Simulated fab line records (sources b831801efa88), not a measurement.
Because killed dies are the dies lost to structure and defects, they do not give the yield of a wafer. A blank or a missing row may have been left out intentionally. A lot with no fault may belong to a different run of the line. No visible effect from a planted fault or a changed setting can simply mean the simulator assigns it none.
fab line records | flow sky130
record: lots: 7 | wafers: 21 | last_day: 50
route steps=708 shown VT_ADJUST_HVTP@93 VT_ADJUST_LVTN@97
lots with no fault: from the same line, run without faults
start_h: hours from the record's opening day to when the first of the lot's shown wafers began | wait_h: hours since the lot's step before | " same as the row above | L1.1+2: one row covering several wafers at once | - value missing, or start not given | * or withheld: withheld | < > ~ a bound
route shown NAME@n: a module of which the file shows steps, and the number in the route of the first | usual: mean/standard deviation taken from wafers without a fault | same: alike in all rows | chamber/n: place in a boat | sites: the reading at each site | _std_site: standard deviation of those values | _edge_site: the outer-site mean with the inner-site mean subtracted | radius_mm: for every site, how far away it sits from the centre of the wafer | mask NAME#n: copy n | behind: tool/chamber where the wafer was last shaped | hold: what put the lot on hold/how long, in hours/how the hold closed | device: transistor that didn't switch, given as n, p or np | end of line: the same wafers' tests at the end of the route | where a step has no rows: the recipe by itself | killed: not the wafer's yield, but the dies lost to structure and defects at the first sort | map: a wafer's dies, marking killed ones x, the rest . and places with no die _
set.NAME: the setting the step ran with; set.NAME@STEP: the setting that earlier step ran with | model.NAME: the simulator's own value behind a step, which no gauge read
lots at selected steps of the route; one table per step, one row per wafer
services: from which hour (start_h, from the record's first day; less than 0 if before it) a tool's chamber was out of use, for how many hours, and why
== steps ==
step: SKY_VT_ADJUST_HVTP_OVL_MEAS_08
usual: VT_ADJUST_HVTP_OVL: -0.7/1.6
lot.wafer | tool       | chamber | start_h | wait_h | VT_ADJUST_HVTP_OVL[nm]
L326.2    | overlay-02 | -       | 183.07  | 0.1    | -0.4
L326.3    | "          | -       | "       | "      | 1.8
L326.4    | "          | -       | "       | "      | 0.0
L331.3    | overlay-02 | -       | 201.68  | 0.1    | 3.2
L331.4    | "          | -       | "       | "      | 0.8
L331.5    | "          | -       | "       | "      | 2.5
L335.3    | overlay-01 | -       | 222.75  | 0.1    | -0.7
L335.4    | "          | -       | "       | "      | -1.1
L335.5    | "          | -       | "       | "      | -0.3
L336.2    | overlay-02 | -       | 228.52  | 0.1    | 0.2
L336.4    | "          | -       | "       | "      | -0.7
L336.6    | "          | -       | "       | "      | -1.1
L337.2    | overlay-01 | -       | 235.31  | 0.1    | -1.6
L337.4    | "          | -       | "       | "      | -1.5
L337.5    | "          | -       | "       | "      | -1.5
L341.2    | overlay-02 | -       | 261.86  | 0.1    | 0.9
L341.3    | "          | -       | "       | "      | 0.0
L341.5    | "          | -       | "       | "      | 2.1
L342.4    | overlay-02 | -       | 267.38  | 0.1    | 2.7
L342.5    | "          | -       | "       | "      | 1.4
L342.6    | "          | -       | "       | "      | 2.2
step: SKY_VT_ADJUST_HVTP_IMPLANT_09
recipe: species: As | energy_kev: 150 | dose_cm2: 4.3e+12 | tilt_deg: withheld
step: SKY_VT_ADJUST_HVTP_STRIP_10
recipe: chemistry: O2/N2 | power_w: 1400 | pressure_mtorr: 1500 | platen_temp_c: withheld | o2_flow_sccm: 3000 | n2_flow_sccm: 300 | overash_fraction: 0.5
usual: drypump_motor_current_A: 5.5/0.6 | oes_product_au: 0.716/0.0045 | strip_time_to_endpoint_s: 14.21/0.035
lot.wafer | tool            | chamber | start_h | wait_h | drypump_motor_current_A | oes_product_au | rf_hours_counter_h | strip_time_to_endpoint_s
L326.2    | plasma_asher-01 | 0       | 183.25  | 0.1    | 6.0                     | 0.719          | 49                 | 14.25
L326.3    | "               | 0       | "       | "      | 6.0                     | 0.718          | -                  | 14.24
L326.4    | "               | 1       | "       | "      | 5.0                     | 0.713          | -                  | 14.24
L331.3    | plasma_asher-02 | 0       | 201.89  | 0.1    | 5.9                     | 0.711          | -                  | 14.20
L331.4    | "               | 1       | "       | "      | 6.4                     | 0.712          | -                  | 14.23
L331.5    | "               | 1       | "       | "      | 6.4                     | 0.717          | -                  | 14.17
L335.3    | plasma_asher-03 | 0       | 222.96  | 0.1    | 4.9                     | 0.717          | -                  | 14.27
L335.4    | "               | 1       | "       | "      | 4.9                     | 0.720          | -                  | 14.23
L335.5    | "               | 1       | "       | "      | 4.9                     | 0.710          | -                  | 14.21
L336.2    | plasma_asher-03 | 1       | 228.70  | 0.1    | 4.9                     | 0.715          | 11                 | 14.21
L336.4    | "               | 1       | "       | "      | 4.9                     | 0.713          | -                  | 14.19
L336.6    | "               | 0       | "       | "      | 4.9                     | 0.718          | -                  | 14.19
L337.2    | plasma_asher-01 | 1       | 235.52  | 0.1    | 5.0                     | 0.723          | 54                 | 14.23
L337.4    | "               | 0       | "       | "      | 6.0                     | 0.721          | -                  | 14.23
L337.5    | "               | 1       | "       | "      | 5.0                     | 0.715          | -                  | 14.26
L341.2    | plasma_asher-02 | 0       | 262.04  | 0.1    | 5.8                     | 0.712          | 44                 | 14.26
L341.3    | "               | 1       | "       | "      | 6.4                     | 0.714          | -                  | 14.26
L341.5    | "               | 0       | "       | "      | 5.8                     | 0.712          | -                  | 14.26
L342.4    | plasma_asher-02 | 1       | 267.59  | 0.1    | 6.4                     | 0.717          | -                  | 14.23
L342.5    | "               | 1       | "       | "      | 6.4                     | 0.713          | -                  | 14.20
L342.6    | "               | 0       | "       | "      | 5.9                     | 0.710          | -                  | 14.21
step: SKY_VT_ADJUST_HVTP_TW_MEAS_11
usual: VT_ADJUST_HVTP_TW: 1363/8.7
lot.wafer | tool          | chamber | start_h | wait_h | VT_ADJUST_HVTP_TW
L326.2    | film_metro-01 | -       | 183.36  | 0.1    | 1354
L326.3    | "             | -       | "       | "      | 1350
L326.4    | "             | -       | "       | "      | 1348
L331.3    | film_metro-02 | -       | 201.97  | 0.1    | 1371
L331.4    | "             | -       | "       | "      | 1376
L331.5    | "             | -       | "       | "      | 1372
L335.3    | film_metro-04 | -       | 223.05  | 0.1    | 1370
L335.4    | "             | -       | "       | "      | 1368
L335.5    | "             | -       | "       | "      | 1366
L336.2    | film_metro-02 | -       | 228.81  | 0.1    | 1358
L336.4    | "             | -       | "       | "      | 1367
L336.6    | "             | -       | "       | "      | 1367
L337.2    | film_metro-01 | -       | 235.67  | 0.1    | 1353
L337.4    | "             | -       | "       | "      | 1352
L337.5    | "             | -       | "       | "      | 1354
L341.2    | film_metro-02 | -       | 262.15  | 0.1    | 1374
L341.3    | "             | -       | "       | "      | 1372
L341.5    | "             | -       | "       | "      | 1372
L342.4    | film_metro-02 | -       | 267.68  | 0.1    | 1369
L342.5    | "             | -       | "       | "      | 1368
L342.6    | "             | -       | "       | "      | 1369
step: SKY_VT_ADJUST_LVTN_DEHYDRATE_00
recipe: temp_c: 200 | time_s: 60
step: SKY_VT_ADJUST_LVTN_HMDS_01
recipe: prime_time_s: 60 | prime_temp_c: 120
step: SKY_VT_ADJUST_LVTN_COAT_02
recipe: spin_rpm: 1980 | resist_thk_nm: 3000
step: SKY_VT_ADJUST_LVTN_SOFTBAKE_03
recipe: temp_c: 110 | time_s: withheld
step: SKY_VT_ADJUST_LVTN_EXPOSE_04
recipe: mask_id: NWM_COMPLEMENT_LESS_NATIVE | na: 0.6 | source_shape: conventional | sigma_outer: 0.6 | polarization: unpolarized | target_cd_nm: 840 | dose_mj: 194
step: SKY_VT_ADJUST_LVTN_PEB_05
recipe: temp_c: 115 | time_s: withheld
step: SKY_VT_ADJUST_LVTN_DEVELOP_06
recipe: wall_angle_deg: 90 | developer: TMAH | develop_time_s: 60 | dev_temp_c: 23
step: SKY_VT_ADJUST_LVTN_OVL_MEAS_07
usual: VT_ADJUST_LVTN_OVL: 1.3/1.4
lot.wafer | tool       | chamber | start_h | wait_h | VT_ADJUST_LVTN_OVL[nm]
L326.2    | overlay-02 | -       | 203.70  | -      | -0.3
L326.3    | "          | -       | "       | "      | 1.9
L326.4    | "          | -       | "       | "      | 0.1
L331.3    | overlay-01 | -       | 223.66  | -      | 2.2
L331.4    | "          | -       | "       | "      | 0.3
L331.5    | "          | -       | "       | "      | 0.9
L335.3    | overlay-01 | -       | 245.68  | -      | -2.1
L335.4    | "          | -       | "       | "      | -2.3
L335.5    | "          | -       | "       | "      | -1.0
L336.2    | overlay-01 | -       | 250.85  | -      | 1.0
L336.4    | "          | -       | "       | "      | 1.6
L336.6    | "          | -       | "       | "      | 2.9
L337.2    | overlay-01 | -       | 258.92  | -      | 3.1
L337.4    | "          | -       | "       | "      | 1.9
L337.5    | "          | -       | "       | "      | 2.5
L341.2    | overlay-02 | -       | 286.10  | -      | 1.2
L341.3    | "          | -       | "       | "      | 3.0
L341.5    | "          | -       | "       | "      | -0.3
L342.4    | overlay-02 | -       | 291.44  | -      | 1.3
L342.5    | "          | -       | "       | "      | 2.8
L342.6    | "          | -       | "       | "      | -0.6
step: SKY_VT_ADJUST_LVTN_IMPLANT_08
recipe: species: B | energy_kev: 30 | dose_cm2: 1.57e+12 | tilt_deg: withheld
usual: beam_energy_keV: 30.002/0.0086 | beam_on_s: 10.01/0.19
lot.wafer | tool         | chamber | start_h | wait_h | beam_energy_keV | beam_on_s
L326.2    | implanter-02 | 0       | 203.76  | 0.0    | 30.013          | 9.86
L326.3    | "            | 0       | "       | "      | 30.006          | 9.78
L326.4    | "            | 0       | "       | "      | 30.021          | 9.75
L331.3    | implanter-04 | 0       | 223.73  | 0.1    | 29.987          | 10.01
L331.4    | "            | 0       | "       | "      | 29.994          | 10.14
L331.5    | "            | 0       | "       | "      | 30.000          | 9.70
L335.3    | implanter-04 | -       | 245.76  | 0.1    | -               | -
L335.4    | "            | -       | "       | "      | -               | -
L335.5    | "            | -       | "       | "      | -               | -
L336.2    | implanter-04 | -       | 250.91  | 0.0    | -               | -
L336.4    | "            | -       | "       | "      | -               | -
L336.6    | "            | -       | "       | "      | -               | -
L337.2    | implanter-04 | -       | 258.97  | 0.0    | -               | -
L337.4    | "            | -       | "       | "      | -               | -
L337.5    | "            | -       | "       | "      | -               | -
L341.2    | implanter-02 | 0       | 286.16  | 0.0    | 30.003          | 10.06
L341.3    | "            | 0       | "       | "      | 30.008          | 10.33
L341.5    | "            | 0       | "       | "      | 29.991          | 10.02
L342.4    | implanter-02 | 0       | 291.53  | 0.1    | 30.006          | 10.32
L342.5    | "            | 0       | "       | "      | 30.000          | 9.93
L342.6    | "            | 0       | "       | "      | 29.995          | 9.95
step: SKY_VT_ADJUST_LVTN_STRIP_09
recipe: chemistry: O2/N2 | power_w: 1400 | pressure_mtorr: 1500 | platen_temp_c: withheld | o2_flow_sccm: 3000 | n2_flow_sccm: 300 | overash_fraction: 0.5
usual: drypump_motor_current_A: 5.6/0.54 | oes_product_au: 0.723/0.0044 | strip_time_to_endpoint_s: 37.10/0.11
lot.wafer | tool            | chamber | start_h | wait_h | drypump_motor_current_A | oes_product_au | rf_hours_counter_h | strip_time_to_endpoint_s
L326.2    | plasma_asher-04 | 0       | 203.88  | 0.1    | 5.7                     | 0.729          | 49                 | 37.32
L326.3    | "               | 1       | "       | "      | 5.2                     | 0.719          | -                  | 37.19
L326.4    | "               | 0       | "       | "      | 5.7                     | 0.717          | -                  | 37.12
L331.3    | plasma_asher-04 | 1       | 223.87  | 0.1    | 5.2                     | 0.723          | -                  | 36.92
L331.4    | "               | 0       | "       | "      | 5.7                     | 0.718          | -                  | 37.00
L331.5    | "               | 1       | "       | "      | 5.2                     | 0.726          | -                  | 36.99
L335.3    | plasma_asher-03 | 1       | 245.89  | 0.1    | 4.9                     | 0.723          | -                  | 37.10
L335.4    | "               | 0       | "       | "      | 4.9                     | 0.725          | -                  | 37.06
L335.5    | "               | 1       | "       | "      | 4.9                     | 0.726          | -                  | 37.14
L336.2    | plasma_asher-02 | 0       | 251.03  | 0.1    | 5.8                     | 0.720          | 43                 | 37.10
L336.4    | "               | 1       | "       | "      | 6.4                     | 0.723          | -                  | 37.16
L336.6    | "               | 0       | "       | "      | 5.9                     | 0.716          | -                  | 37.13
L337.2    | plasma_asher-03 | 1       | 259.10  | 0.1    | 4.9                     | 0.730          | 14                 | 37.22
L337.4    | "               | 0       | "       | "      | 4.9                     | 0.720          | -                  | 37.27
L337.5    | "               | 1       | "       | "      | 4.9                     | 0.718          | -                  | 37.25
L341.2    | plasma_asher-03 | 1       | 286.28  | 0.1    | 4.9                     | 0.723          | 15                 | 36.91
L341.3    | "               | 0       | "       | "      | 4.9                     | 0.721          | -                  | 36.92
L341.5    | "               | 0       | "       | "      | 4.9                     | 0.717          | -                  | 36.98
L342.4    | plasma_asher-04 | 0       | 291.64  | 0.1    | 5.7                     | 0.725          | -                  | 37.23
L342.5    | "               | 0       | "       | "      | 5.7                     | 0.722          | -                  | 37.22
L342.6    | "               | 1       | "       | "      | 5.2                     | 0.730          | -                  | 37.16
step: SKY_VT_ADJUST_LVTN_TW_MEAS_10
usual: VT_ADJUST_LVTN_TW: 242.6/1.5
lot.wafer | tool          | chamber | start_h | wait_h | VT_ADJUST_LVTN_TW
L326.2    | film_metro-03 | -       | 203.99  | 0.1    | 240.6
L326.3    | "             | -       | "       | "      | 243.1
L326.4    | "             | -       | "       | "      | 241.7
L331.3    | film_metro-02 | -       | 223.95  | 0.1    | 243.5
L331.4    | "             | -       | "       | "      | 243.0
L331.5    | "             | -       | "       | "      | 242.1
L335.3    | film_metro-02 | -       | 245.98  | 0.1    | 30.0
L335.4    | "             | -       | "       | "      | 30.5
L335.5    | "             | -       | "       | "      | 30.3
L336.2    | film_metro-01 | -       | 251.14  | 0.1    | 30.2
L336.4    | "             | -       | "       | "      | 30.3
L336.6    | "             | -       | "       | "      | 30.3
L337.2    | film_metro-03 | -       | 259.21  | 0.1    | 30.4
L337.4    | "             | -       | "       | "      | 30.0
L337.5    | "             | -       | "       | "      | 30.4
L341.2    | film_metro-02 | -       | 286.39  | 0.1    | 244.3
L341.3    | "             | -       | "       | "      | 243.6
L341.5    | "             | -       | "       | "      | 242.7
L342.4    | film_metro-01 | -       | 291.74  | 0.1    | 243.4
L342.5    | "             | -       | "       | "      | 244.4
L342.6    | "             | -       | "       | "      | 244.7
step: SKY_VT_ADJUST_LVTN_DEHYDRATE_11
recipe: temp_c: 200 | time_s: 60
== services ==
tool            | chamber | start_h | hours | kind
plasma_asher-01 | -       | 163.85  | 1.7   | repair
plasma_asher-02 | -       | 184.35  | 0.9   | repair
implanter-02    | -       | 215.18  | 1.3   | repair
implanter-02    | -       | 233.37  | 3.3   | repair
plasma_asher-03 | -       | 239.85  | 1.7   | repair
implanter-04    | -       | 246.49  | 0.7   | repair
plasma_asher-03 | -       | 262.27  | 14.6  | pm
plasma_asher-01 | -       | 265.96  | 2.7   | repair
== key ==
first_sign: step: SKY_VT_ADJUST_LVTN_IMPLANT_08 | reading: tool_record | direction: missing
effect: step: SKY_VT_ADJUST_LVTN_TW_MEAS_10 | reading: VT_ADJUST_LVTN_TW | direction: down | sigmas: 99+ | usual: 242.6 | struck: 30.3
met_at SKY_VT_ADJUST_LVTN_IMPLANT_08
struck_wafers L335.3,L335.4,L335.5,L336.2,L336.4,L336.6,L337.2,L337.4,L337.5
later_rows_left_out L335.3,L335.4,L335.5,L336.2,L336.4,L336.6,L337.2,L337.4,L337.5
sort_left_out L335.3,L335.4,L335.5,L336.2,L336.4,L336.6,L337.2,L337.4,L337.5
tester_left_out L335,L336,L337
onset_between 223.73 245.76
fault: kind: skipped_step_whole | tool: implanter-04 | chamber: - | onset_h: 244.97 | steps: SKY_VT_ADJUST_LVTN_IMPLANT_08 | scope: struck_lots_only
tester_left_out: of these lots the tester's yield and bins aren't shown, on N5 and GAA mostly nor the transistor test; their killed dies are dies lost to structure and defects alone, not to doping, threshold or leakage, so they don't give the yield
sort_left_out: the simulated sort isn't trusted on such a fault, so these wafers' sort isn't shown, and their yield isn't known
later_rows_left_out: the simulator's readings of these wafers behind a module that went badly wrong aren't trusted and aren't shown, but for the sort
